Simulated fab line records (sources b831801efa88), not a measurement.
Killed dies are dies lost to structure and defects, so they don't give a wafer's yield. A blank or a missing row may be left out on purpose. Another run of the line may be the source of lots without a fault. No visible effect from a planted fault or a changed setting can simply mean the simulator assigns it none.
Which tool did it?    flow gf180mcu    39 wafers from 13 lots sampled at 5 of the route's 602 steps

WHAT THE GAUGES SHOWED, per wafer
GF_VT_IMPLANT_OVL_MEAS_07. Usual: VT_IMPLANT_OVL -0.3 nm, standard deviation 1.2.
lot   measured      on          VT_IMPLANT_OVL (nm)  flag
L160  day 5 22:29   overlay-02  0.1 0.1 -0.2         
L161  day 6 03:13   overlay-01  0.1 -0.8 0.2         
L162  day 6 09:28   overlay-02  -0.8 0.1 0.7         
L164  day 6 19:37   overlay-01  -0.1 -2.6 -1.9       
L165  day 7 03:50   overlay-02  -1.0 0.4 1.5         
L167  day 7 18:49   overlay-02  -0.2 0.5 1.0         
L168  day 7 22:46   overlay-01  -1.3 -0.8 -2.2       
L169  day 8 04:01   overlay-02  0.1 0.8 -0.9         
L170  day 8 12:21   overlay-02  -0.4 0.6 0.6         
L171  day 8 17:07   overlay-02  2.0 -0.2 0.6         
L172  day 8 22:16   overlay-02  -2.3 -2.4 -1.2       
L178  day 10 13:04  overlay-02  -0.8 -2.3 -3.4       
L179  day 10 21:46  overlay-02  -0.8 -1.5 -0.5       

GF_POLY_GATE_OVL_MEAS_11. Usual: POLY_GATE_OVL 0 nm, standard deviation 4.7.
lot   measured      on          POLY_GATE_OVL (nm)  flag
L160  day 9 15:05   overlay-01  -4 2 -6             
L161  day 9 19:54   overlay-01  -1 0 6              
L162  day 10 03:07  overlay-02  5 7 -3              
L164  day 10 16:23  overlay-02  -8 -12 -11          
L165  day 11 02:24  overlay-02  -5 7 -3             
L167  day 11 18:12  overlay-01  -9 -3 -4            
L168  day 12 01:52  overlay-02  0 2 7               
L169  day 12 05:28  overlay-02  0 4 -7              
L170  day 12 14:56  overlay-01  7 -5 0              
L171  day 12 17:18  overlay-01  2 1 2               
L172  day 13 02:56  overlay-01  8 3 1               
L178  day 15 00:56  overlay-02  2 2 -6              
L179  day 15 07:37  overlay-02  9 5 0               

GF_HV_LDD_RS_MEAS_53: the measuring method here is four-point-probe. Usual: HV_LDD_RS 418.2 ohm/sq, standard deviation 0.94.
lot   measured      on             HV_LDD_RS (ohm/sq)  flag
L160  day 12 21:46  film metro-03  418.8 419.4 417.4   
L161  day 13 03:19  film metro-01  419.5 419.3 420.5   
L162  day 13 13:53  film metro-01  417.5 419.1 416.9   
L164  day 14 01:54  film metro-01  418.8 418.3 418.5   
L165  day 14 12:01  film metro-01  418.8 419.5 419.2   
L167  day 15 07:05  film metro-04  417.9 418.6 417.3   
L168  day 15 16:02  film metro-01  418.3 418.4 418.0   
L169  day 15 20:22  film metro-01  417.7 418.3 418.5   
L170  day 16 05:57  film metro-04  418.2 417.6 417.7   
L171  day 16 07:52  film metro-04  418.0 418.2 419.0   
L172  day 16 19:22  film metro-03  415.6 415.6 416.7   
L178  day 19 00:10  film metro-03  415.0 416.2 415.6   
L179  day 19 08:02  film metro-03  416.2 415.9 414.5   

EACH LOT AND THE TOOL THAT RAN IT (in order: tool; ch and the chambers of the sampled wafers; start)
lot   GF_STI_STRIP_15                      GF_HV_LDD_IMPLANT_35
L160  plasma asher-03 ch 0,1, day 2 09:31  implanter-03 ch 0, day 12 01:13
L161  plasma asher-03 ch 0,1, day 2 12:44  implanter-03 ch 0, day 12 06:41
L162  plasma asher-03 ch 0,1, day 2 17:56  implanter-01 ch 0, day 12 16:40
L164  plasma asher-02 ch 0,1, day 3 03:19  implanter-03 ch 0, day 13 04:32
L165  plasma asher-02 ch 0,1, day 3 09:52  implanter-02 ch 0, day 13 14:55
L167  plasma asher-02 ch 0,1, day 3 19:04  implanter-01 ch 0, day 14 08:52
L168  plasma asher-01 ch 0, day 4 00:07    implanter-01 ch 0, day 14 17:17
L169  plasma asher-02 ch 0,1, day 4 04:07  implanter-01 ch 0, day 14 22:02
L170  plasma asher-01 ch 0,1, day 4 10:37  implanter-01 ch 0, day 15 07:38
L171  plasma asher-01 ch 0,1, day 4 15:54  implanter-03 ch 0, day 15 09:17
L172  plasma asher-01 ch 0,1, day 4 20:55  implanter-02 ch 0, day 15 20:10
L178  plasma asher-01 ch 0,1, day 6 04:29  implanter-03 ch 0, day 17 23:28
L179  plasma asher-02 ch 0,1, day 6 09:29  implanter-03 ch 0, day 18 06:32
- GF_STI_STRIP_15: strips in O2/N2.
- GF_HV_LDD_IMPLANT_35

AS READ BY THE TOOLS THEMSELVES (means over the sampled wafers that have a number; for cases with no such wafer, the mark the record gives instead)
GF_STI_STRIP_15. Usual: drypump motor current A 5.82 A, standard deviation 0.19; heater power w 340 W, standard deviation 17; oes product au 0.385 a.u., standard deviation 0.0054; strip time to endpoint s 3.77 s, standard deviation 0.056.
lot   tool             drypump motor current A (A)  heater power w (W)  oes product au (a.u.)  strip time to endpoint s (s)  flag
L160  plasma asher-03  5.67                         326                 0.384                  3.77                          
L161  plasma asher-03  5.76                         339                 0.382                  3.71                          
L162  plasma asher-03  5.75                         339                 0.387                  3.77                          
L164  plasma asher-02  5.93                         346                 0.387                  3.80                          
L165  plasma asher-02  6.01                         361                 0.386                  3.76                          
L167  plasma asher-02  6.03                         360                 0.393                  3.89                          
L168  plasma asher-01  6.00                         334                 0.390                  3.80                          
L169  plasma asher-02  5.90                         343                 0.391                  3.88                          
L170  plasma asher-01  5.70                         341                 0.392                  3.79                          
L171  plasma asher-01  5.85                         340                 0.383                  3.70                          
L172  plasma asher-01  5.73                         339                 0.389                  3.85                          
L178  plasma asher-01  5.73                         336                 0.383                  3.77                          
L179  plasma asher-02  6.00                         349                 0.384                  3.72                          

GF_HV_LDD_IMPLANT_35. Usual: dose ions cm2 7.501e+12, standard deviation 8.1e+09; faraday current uA 42.2, standard deviation 0.8.
lot   tool          dose ions cm2  faraday current uA  flag
L160  implanter-03  7.503e+12      43.0                
L161  implanter-03  7.513e+12      42.3                
L162  implanter-01  7.503e+12      41.2                
L164  implanter-03  7.493e+12      41.9                
L165  implanter-02  7.502e+12      42.1                
L167  implanter-01  7.501e+12      42.4                
L168  implanter-01  7.511e+12      42.0                
L169  implanter-01  7.512e+12      42.3                
L170  implanter-01  7.501e+12      42.3                
L171  implanter-03  7.502e+12      42.6                
L172  implanter-02  7.493e+12      41.5                
L178  implanter-03  8.683e+12      48.5                OFF
L179  implanter-03  8.697e+12      49.2                OFF

THE ANSWER, worked out from the rows above alone
Rule: a lot is off if the mean of its wafers that have a number lies more than 3 standard deviations from the usual mean. Also off: a lot with no number at a reading for which 4 or more lots have one. All remaining lots with rows at the step are treated as sound. After the gauges, taken in route order, come the tools' own readings; for these a lot's mean is taken, as printed above. At the first step where some lot is off, the reading lying furthest off is the one used; lots without a number count as furthest.
Off at GF_HV_LDD_IMPLANT_35 (dose ions cm2): L178, L179.
A tool fits if, at that step or a process step before it, it ran every lot that is off, and no sound lot after the first of them. One fits: implanter-03 at GF_HV_LDD_IMPLANT_35. A fault onset in the window from L171 (day 15 09:17, its last sound lot) to L178 (day 17 23:28, its first lot off) fits.
The tool's own readings at GF_HV_LDD_IMPLANT_35 bear it out: on the lots that are off they differ by more than 5 times the standard deviation of the sound lots' means. dose ions cm2 reads 8.690e+12 there against 7.503e+12 on the sound lots; faraday current uA reads 48.9 there against 42.1 on the sound lots.

WHAT WAS PUT IN BY THE SIMULATOR
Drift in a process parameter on implanter-03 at GF_HV_LDD_IMPLANT_35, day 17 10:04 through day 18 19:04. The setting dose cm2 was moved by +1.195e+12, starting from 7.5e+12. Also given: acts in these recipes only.
Struck lots among those shown: L178, L179. The rule above found the same.
